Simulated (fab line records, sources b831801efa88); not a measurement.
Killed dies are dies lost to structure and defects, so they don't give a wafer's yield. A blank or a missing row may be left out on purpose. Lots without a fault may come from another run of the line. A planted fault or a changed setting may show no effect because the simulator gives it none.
Tool commonality check | flow gf180mcu | 15 lots, 45 wafers sampled

WHY IT WAS OPENED
At GF_MVSD_TW_MEAS_11 the reading MVSD_TW is flagged on 3 of 15 lots. Wafers without a fault read 1572, standard deviation 9.
Rule: a lot is flagged when every wafer of it that has a number lies more than 4 standard deviations from that mean, or none has a number. The other lots count as sound.

lot  | measured     | on            | MVSD_TW, wafer by wafer | flag
L183 | day 4 13:38  | film_metro-04 | 1571 1578 1566          |
L184 | day 4 18:30  | film_metro-01 | 1590 1585 1579          |
L185 | day 5 01:11  | film_metro-02 | 1555 1558 1554          |
L186 | day 5 06:35  | film_metro-01 | 1567 1567 1576          |
L187 | day 5 11:43  | film_metro-02 | 1557 1559 1563          |
L189 | day 6 01:22  | film_metro-04 | 30 30 30                | FLAGGED
L190 | day 6 04:46  | film_metro-01 | 30 30 30                | FLAGGED
L191 | day 6 11:07  | film_metro-02 | 30 30 30                | FLAGGED
L192 | day 6 18:25  | film_metro-02 | 1569 1563 1569          |
L194 | day 7 03:49  | film_metro-02 | 1579 1566 1572          |
L202 | day 9 06:56  | film_metro-01 | 1585 1581 1586          |
L203 | day 9 12:17  | film_metro-02 | 1570 1567 1574          |
L204 | day 9 20:07  | film_metro-04 | 1572 1572 1564          |
L205 | day 10 00:43 | film_metro-02 | 1577 1569 1580          |
L206 | day 10 05:53 | film_metro-01 | 1586 1585 1588          |
The numbers of the flagged lots are 30 on average: -1542 against the usual, or -99 or more standard deviations.

WHICH TOOL RAN EACH LOT
The record holds 2 process steps before the reading, out of a route of 602 steps. In each cell: the tool, then ch and the chambers that the sampled wafers went through, then the start.
lot  | flag    | GF_LVPWELL_STRIP_10                 | GF_MVSD_STRIP_10
L183 |         | plasma_asher-02 ch 0,1, day 3 22:55 | plasma_asher-03 ch 0,1, day 4 13:32
L184 |         | plasma_asher-01 ch 0,1, day 4 04:07 | plasma_asher-02 ch 0,1, day 4 18:23
L185 |         | plasma_asher-01 ch 0,1, day 4 10:23 | plasma_asher-03 ch 0, day 5 01:04
L186 |         | plasma_asher-04 ch 0,1, day 4 15:55 | plasma_asher-02 ch 0, day 5 06:28
L187 |         | plasma_asher-02 ch 0,1, day 4 20:07 | plasma_asher-01 ch 0,1, day 5 11:37
L189 | FLAGGED | plasma_asher-04 ch 0,1, day 5 10:19 | plasma_asher-02 ch 0,1, day 6 01:16
L190 | FLAGGED | plasma_asher-01 ch 0,1, day 5 14:43 | plasma_asher-03 ch 0,1, day 6 04:40
L191 | FLAGGED | plasma_asher-04 ch 0,1, day 5 19:59 | plasma_asher-01 ch 0,1, day 6 11:01
L192 |         | plasma_asher-02 ch 0,1, day 6 01:56 | plasma_asher-01 ch 1, day 6 18:19
L194 |         | plasma_asher-04 ch 0,1, day 6 11:17 | plasma_asher-02 ch 0,1, day 7 03:43
L202 |         | plasma_asher-04 ch 1, day 8 13:17   | plasma_asher-02 ch 1, day 9 06:49
L203 |         | plasma_asher-02 ch 0,1, day 8 18:17 | plasma_asher-02 ch 0,1, day 9 12:11
L204 |         | plasma_asher-01 ch 0,1, day 9 02:26 | plasma_asher-01 ch 0,1, day 9 20:00
L205 |         | plasma_asher-01 ch 0,1, day 9 06:27 | plasma_asher-01 ch 1, day 10 00:37
L206 |         | plasma_asher-04 ch 0,1, day 9 12:50 | plasma_asher-03 ch 0,1, day 10 05:47
What these steps do:
- GF_LVPWELL_STRIP_10: strips in O2/N2.
- GF_MVSD_STRIP_10: strips in O2/N2.
- GF_MVSD_TW_MEAS_11

FLAGGED OVER TOTAL, TOOL BY TOOL (the gauges that took the reading come last)
step                | tool            | lots run | flagged | share of the flagged lots | sound lots run after its first flagged lot
GF_LVPWELL_STRIP_10 | plasma_asher-01 | 5        | 1       | some                      | 2 (L204,L205)
GF_LVPWELL_STRIP_10 | plasma_asher-02 | 4        | 0       | none                      | -
GF_LVPWELL_STRIP_10 | plasma_asher-04 | 6        | 2       | some                      | 3 (L194,L202,L206)
GF_MVSD_STRIP_10    | plasma_asher-01 | 5        | 1       | some                      | 3 (L192,L204,L205)
GF_MVSD_STRIP_10    | plasma_asher-02 | 6        | 1       | some                      | 3 (L194,L202,L203)
GF_MVSD_STRIP_10    | plasma_asher-03 | 4        | 1       | some                      | 1 (L206)
GF_MVSD_TW_MEAS_11  | film_metro-01   | 5        | 1       | some                      | 2 (L202,L206)
GF_MVSD_TW_MEAS_11  | film_metro-02   | 7        | 1       | some                      | 4 (L192,L194,L203,L205)
GF_MVSD_TW_MEAS_11  | film_metro-04   | 3        | 1       | some                      | 1 (L204)

WHAT THE TABLE ALLOWS
No row of the table ran every flagged lot.

WHAT THE SIMULATOR HAD PUT IN
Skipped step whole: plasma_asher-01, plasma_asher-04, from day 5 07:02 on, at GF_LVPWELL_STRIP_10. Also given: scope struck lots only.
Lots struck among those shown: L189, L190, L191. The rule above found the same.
